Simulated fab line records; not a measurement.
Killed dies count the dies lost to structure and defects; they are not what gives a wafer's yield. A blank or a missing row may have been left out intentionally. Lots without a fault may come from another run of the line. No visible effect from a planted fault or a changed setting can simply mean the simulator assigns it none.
fab line records	flow gf180mcu
record lots=13	wafers=39	lastDay=34
route steps=602 shown M4@471 V4@494 MIM@508 V5@542
lots untouched by any fault: they come from a run of this same line in which no faults occurred
startH: hours from the record's first day to the start of the lot's first wafer shown	waitH: hours since the lot's step before	" unchanged from the row above	L1.1+2: a single row standing in for several wafers	- either no value or no given start	* or withheld: withheld	< > ~ a bound
route shown NAME@n: names a module that has steps shown in the file, with the first one's number in the route	usual: mean/standard deviation of fault-free wafers	same: alike in all rows	chamber/n: place in a boat	sites: per-site readings	_std_site: their standard deviation	_edge_site: mean of outer sites minus mean of inner sites	radiusMm: how far each site lies from the wafer's centre	mask NAME#n: copy n	behind: the tool/chamber that last shaped the wafer	hold: cause of the lot's hold/its duration in hours/its outcome	device: transistor that didn't switch, given as n, p or np	end of line: the same wafers' tests at the end of the route	a step given without rows: its recipe and nothing more	killed: the dies lost at the first sort to structure and to defects; this is not the yield of the wafer	map: dies across one wafer; x = killed, . = not, _ = none there
set.NAME: the setting as run; set.NAME@STEP: as run at that earlier step	model.NAME: the simulator's own value behind a step, which no gauge read
a sample of lots followed through the steps of the route, with each step as a table and each wafer as a row
services: the hour from which a tool's chamber was out of use, counted from the record's first day as startH (under 0 if before that day), plus the number of hours and why
## steps
# step GF_M4_OVL_MEAS_15
# usual M4_OVL=-1/5.9
lot.wafer	tool	chamber	startH	waitH	M4_OVL[nm]
L661.4	overlay-01	-	536.89	0.1	-1
L661.5	"	-	"	"	-2
L661.6	"	-	"	"	-1
L662.3	overlay-02	-	546.79	0.1	-10
L662.5	"	-	"	"	-5
L662.6	"	-	"	"	-1
L664.1	overlay-02	-	572.22	0.1	3
L664.2	"	-	"	"	-4
L664.3	"	-	"	"	6
L663.4	overlay-02	-	578.54	0.1	2
L663.5	"	-	"	"	1
L663.6	"	-	"	"	3
L665.2	overlay-02	-	591.24	0.1	1
L665.4	"	-	"	"	2
L665.5	"	-	"	"	7
L666.1	overlay-02	-	603.42	0.1	3
L666.3	"	-	"	"	9
L666.4	"	-	"	"	2
L668.2	overlay-02	-	613.12	0.1	4
L668.4	"	-	"	"	3
L668.5	"	-	"	"	1
L669.3	overlay-02	-	628.80	0.1	-11
L669.4	"	-	"	"	-14
L669.5	"	-	"	"	-14
L671.3	overlay-01	-	633.29	0.1	3
L671.4	"	-	"	"	0
L671.5	"	-	"	"	1
L672.1	overlay-02	-	640.96	0.1	3
L672.4	"	-	"	"	8
L672.5	"	-	"	"	2
L679.4	overlay-02	-	683.70	0.1	-5
L679.5	"	-	"	"	-4
L679.6	"	-	"	"	-5
L680.2	overlay-01	-	691.29	0.1	-4
L680.4	"	-	"	"	-8
L680.5	"	-	"	"	-13
L683.1	overlay-01	-	705.98	0.1	12
L683.2	"	-	"	"	13
L683.5	"	-	"	"	8
# step GF_V4_STRIP_18
# recipe chemistry=O2/N2	powerW=1400	pressureMtorr=1500	platenTempC=250	o2FlowSccm=3000	n2FlowSccm=300	overashFraction=0.5
# usual drypumpMotorCurrentA=5.7/0.32	heaterPowerW=327/23	o2FlowSccm=3001/9.9	oesProductAu=0.592/0.0049
lot.wafer	tool	chamber	startH	waitH	drypumpMotorCurrentA	heaterPowerW	o2FlowSccm	oesProductAu	rfHoursCounterH
L661.4	plasmaAsher-03	0	561.37	-	5.9	353	2999	0.596	-
L661.5	"	0	"	"	5.9	336	2983	0.593	-
L661.6	"	1	"	"	5.8	330	2988	0.593	-
L662.3	plasmaAsher-03	1	571.17	-	5.9	333	2984	0.587	-
L662.5	"	0	"	"	5.9	356	3001	0.595	-
L662.6	"	1	"	"	5.9	319	2993	0.592	-
L664.1	plasmaAsher-04	1	595.14	-	5.2	313	2986	0.601	95
L664.2	"	0	"	"	5.2	313	3024	0.593	95
L664.3	"	1	"	"	5.2	301	2998	0.587	-
L663.4	plasmaAsher-03	0	601.01	-	5.9	342	2989	0.588	-
L663.5	"	1	"	"	5.8	320	3004	0.589	-
L663.6	"	0	"	"	5.9	355	2996	0.590	-
L665.2	plasmaAsher-03	1	613.49	-	5.8	320	3009	0.593	60
L665.4	"	1	"	"	5.8	323	3011	0.592	-
L665.5	"	0	"	"	5.9	348	2994	0.591	-
L666.1	plasmaAsher-04	1	625.54	-	5.2	305	2991	0.590	99
L666.3	"	1	"	"	5.2	299	3001	0.591	-
L666.4	"	0	"	"	5.2	308	3012	0.596	-
L668.2	plasmaAsher-01	0	634.68	-	5.6	297	3011	0.589	71
L668.4	"	0	"	"	5.6	296	3001	0.598	-
L668.5	"	0	"	"	5.6	286	3003	0.595	-
L669.3	plasmaAsher-04	1	649.77	-	5.2	301	3003	0.593	-
L669.4	"	0	"	"	5.2	315	2994	0.592	-
L669.5	"	1	"	"	5.2	301	2999	0.593	-
L671.3	plasmaAsher-03	0	654.87	-	5.9	354	2981	0.584	-
L671.4	"	1	"	"	5.8	318	2990	0.597	-
L671.5	"	0	"	"	5.9	360	2994	0.603	-
L672.1	plasmaAsher-04	1	662.63	-	5.2	304	3006	0.583	103
L672.4	"	0	"	"	5.2	303	3019	0.595	-
L672.5	"	0	"	"	5.2	306	2983	0.596	-
L679.4	plasmaAsher-03	1	704.17	-	5.8	317	3007	0.588	-
L679.5	"	0	"	"	5.9	344	2996	0.595	-
L679.6	"	1	"	"	5.9	323	3005	0.584	-
L680.2	plasmaAsher-01	1	711.13	-	6.1	367	3018	0.589	80
L680.4	"	0	"	"	5.6	291	2998	0.590	-
L680.5	"	0	"	"	5.6	293	2997	0.590	-
L683.1	plasmaAsher-03	1	725.53	-	5.9	321	2994	0.586	73
L683.2	"	0	"	"	5.9	351	2982	0.599	73
L683.5	"	0	"	"	5.9	352	2995	0.596	-
# step GF_MIM_CVD_05
# recipe material=Si3N4	targetThkNm=42	tempMaxC=400	tempC=385	timeS=29.086	rfW=450
# usual heaterPowerW=660/83
lot.wafer	tool	chamber	startH	waitH	heaterPowerW
L661.4	pecvd-04	0	562.83	0.0	678
L661.5	"	2	"	"	647
L661.6	"	1	"	"	648
L662.3	pecvd-04	0	572.70	0.0	697
L662.5	"	2	"	"	636
L662.6	"	0	"	"	687
L664.1	pecvd-03	1	596.58	0.0	605
L664.2	"	0	"	"	580
L664.3	"	2	"	"	631
L663.4	pecvd-03	2	602.55	0.0	743
L663.5	"	0	"	"	540
L663.6	"	1	"	"	626
L665.2	pecvd-03	1	614.94	0.0	704
L665.4	"	1	"	"	703
L665.5	"	2	"	"	669
L666.1	pecvd-03	1	627.03	0.0	614
L666.3	"	2	"	"	722
L666.4	"	0	"	"	525
L668.2	pecvd-02	2	636.13	0.0	696
L668.4	"	0	"	"	802
L668.5	"	2	"	"	713
L669.3	pecvd-02	1	651.18	0.0	676
L669.4	"	0	"	"	839
L669.5	"	2	"	"	600
L671.3	pecvd-04	2	656.28	0.0	546
L671.4	"	0	"	"	683
L671.5	"	2	"	"	542
L672.1	pecvd-02	0	664.08	0.0	799
L672.4	"	1	"	"	710
L672.5	"	0	"	"	822
L679.4	pecvd-03	1	705.63	0.0	673
L679.5	"	2	"	"	695
L679.6	"	0	"	"	584
L680.2	pecvd-03	1	712.61	0.0	612
L680.4	"	0	"	"	493
L680.5	"	1	"	"	614
L683.1	pecvd-04	0	726.98	0.0	592
L683.2	"	2	"	"	595
L683.5	"	0	"	"	600
# step GF_MIM_THK_MEAS_06
# recipe reads=Si3N4_of_MIM_CVD_05
# usual MIM_CVD_05_THK=41.9/0.63
lot.wafer	tool	chamber	startH	waitH	MIM_CVD_05_THK[nm]
L661.4	filmMetro-02	-	562.88	0.0	41.5
L661.5	"	-	"	"	42.5
L661.6	"	-	"	"	42.8
L662.3	filmMetro-04	-	572.75	0.0	40.9
L662.5	"	-	"	"	43.1
L662.6	"	-	"	"	41.6
L664.1	filmMetro-01	-	596.61	0.0	42.2
L664.2	"	-	"	"	41.5
L664.3	"	-	"	"	41.9
L663.4	filmMetro-01	-	602.60	0.0	42.3
L663.5	"	-	"	"	41.4
L663.6	"	-	"	"	41.6
L665.2	filmMetro-02	-	614.98	0.0	41.3
L665.4	"	-	"	"	41.9
L665.5	"	-	"	"	42.0
L666.1	filmMetro-02	-	627.06	0.0	40.7
L666.3	"	-	"	"	41.6
L666.4	"	-	"	"	41.7
L668.2	filmMetro-04	-	636.17	0.0	40.7
L668.4	"	-	"	"	42.0
L668.5	"	-	"	"	41.3
L669.3	filmMetro-02	-	651.23	0.0	42.0
L669.4	"	-	"	"	42.5
L669.5	"	-	"	"	41.6
L671.3	filmMetro-01	-	656.33	0.0	41.7
L671.4	"	-	"	"	42.6
L671.5	"	-	"	"	42.5
L672.1	filmMetro-01	-	664.11	0.0	42.6
L672.4	"	-	"	"	42.2
L672.5	"	-	"	"	42.8
L679.4	filmMetro-02	-	705.68	0.0	37.3
L679.5	"	-	"	"	42.6
L679.6	"	-	"	"	42.2
L680.2	filmMetro-02	-	712.65	0.0	37.3
L680.4	"	-	"	"	42.6
L680.5	"	-	"	"	37.7
L683.1	filmMetro-04	-	727.01	0.0	41.4
L683.2	"	-	"	"	41.0
L683.5	"	-	"	"	42.4
# step GF_V5_CVD_02
# recipe material=SiO2	targetThkNm=1450	precursor=TEOS	tempC=400	timeS=163.28	rfW=600
# usual heaterPowerW=662/110
lot.wafer	tool	chamber	startH	waitH	heaterPowerW
L661.4	pecvd-02	0	606.53	0.1	742
L661.5	"	1	"	"	620
L661.6	"	2	"	"	592
L662.3	pecvd-02	0	616.29	0.0	879
L662.5	"	2	"	"	590
L662.6	"	0	"	"	722
L664.1	pecvd-03	2	638.83	0.1	775
L664.2	"	1	"	"	621
L664.3	"	0	"	"	579
L663.4	pecvd-02	0	643.72	0.1	724
L663.5	"	1	"	"	732
L663.6	"	2	"	"	591
L665.2	pecvd-03	0	656.78	0.0	570
L665.4	"	0	"	"	462
L665.5	"	2	"	"	609
L666.1	pecvd-02	0	667.63	0.1	909
L666.3	"	2	"	"	720
L666.4	"	1	"	"	613
L668.2	pecvd-03	1	676.70	0.0	729
L668.4	"	2	"	"	600
L668.5	"	0	"	"	577
L669.3	pecvd-03	0	690.16	0.0	503
L669.4	"	1	"	"	704
L669.5	"	2	"	"	625
L671.3	pecvd-02	2	695.23	0.0	710
L671.4	"	0	"	"	884
L671.5	"	2	"	"	594
L672.1	pecvd-03	0	702.94	0.1	563
L672.4	"	0	"	"	467
L672.5	"	2	"	"	605
L679.4	pecvd-02	1	742.29	0.1	597
L679.5	"	2	"	"	595
L679.6	"	0	"	"	826
L680.2	pecvd-03	2	748.67	0.0	745
L680.4	"	2	"	"	627
L680.5	"	1	"	"	589
L683.1	pecvd-01	1	762.45	0.1	552
L683.2	"	0	"	"	610
L683.5	"	1	"	"	427
## services
tool	chamber	startH	hours	kind
pecvd-04	-	539.65	14.6	pm
pecvd-01	-	549.44	1.1	repair
pecvd-01	1	550.16	9.0	repair
pecvd-02	-	563.37	1.2	repair
pecvd-03	-	565.69	0.3	repair
pecvd-04	-	591.12	14.0	pm
pecvd-04	0	591.12	14.0	ventCycle
pecvd-04	1	591.12	14.0	ventCycle
pecvd-04	2	591.12	14.0	ventCycle
pecvd-01	-	592.29	5.4	repair
pecvd-02	-	602.32	1.0	repair
plasmaAsher-01	-	612.25	14.6	pm
pecvd-02	1	618.36	7.5	repair
pecvd-01	-	629.85	28.1	pm
plasmaAsher-01	-	630.34	2.8	pm
pecvd-02	2	656.15	5.3	repair
pecvd-04	-	704.12	1.7	repair
pecvd-01	-	707.70	3.3	repair
pecvd-01	-	727.71	0.8	repair
plasmaAsher-04	-	733.79	9.0	pm
plasmaAsher-03	-	733.99	10.3	repair
pecvd-02	-	734.28	2.8	pm
pecvd-01	-	744.81	0.3	repair
pecvd-02	-	762.24	1.0	repair
## key
firstSign step=GF_MIM_THK_MEAS_06	reading=MIM_CVD_05_THK	direction=down	sigmas=7.1	usual=41.9	struck=37.4
effect none on later readings
metAt GF_MIM_CVD_05
struckLots L679,L680
struckWafers L679.4,L680.2,L680.5
notActingAt GF_M4_OVL_MEAS_15,GF_V4_STRIP_18,GF_V5_CVD_02
onsetBetween 627.03 705.63
fault kind=siteProfileDrift	tool=pecvd-03	chamber=1	onsetH=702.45	steps=GF_MIM_CVD_05	basis=fraction	maxAbsDrift=0.26693	slopeSharePerHr=59.318	sitePattern=0,0,0,0,0,-1,-1,-1,-1
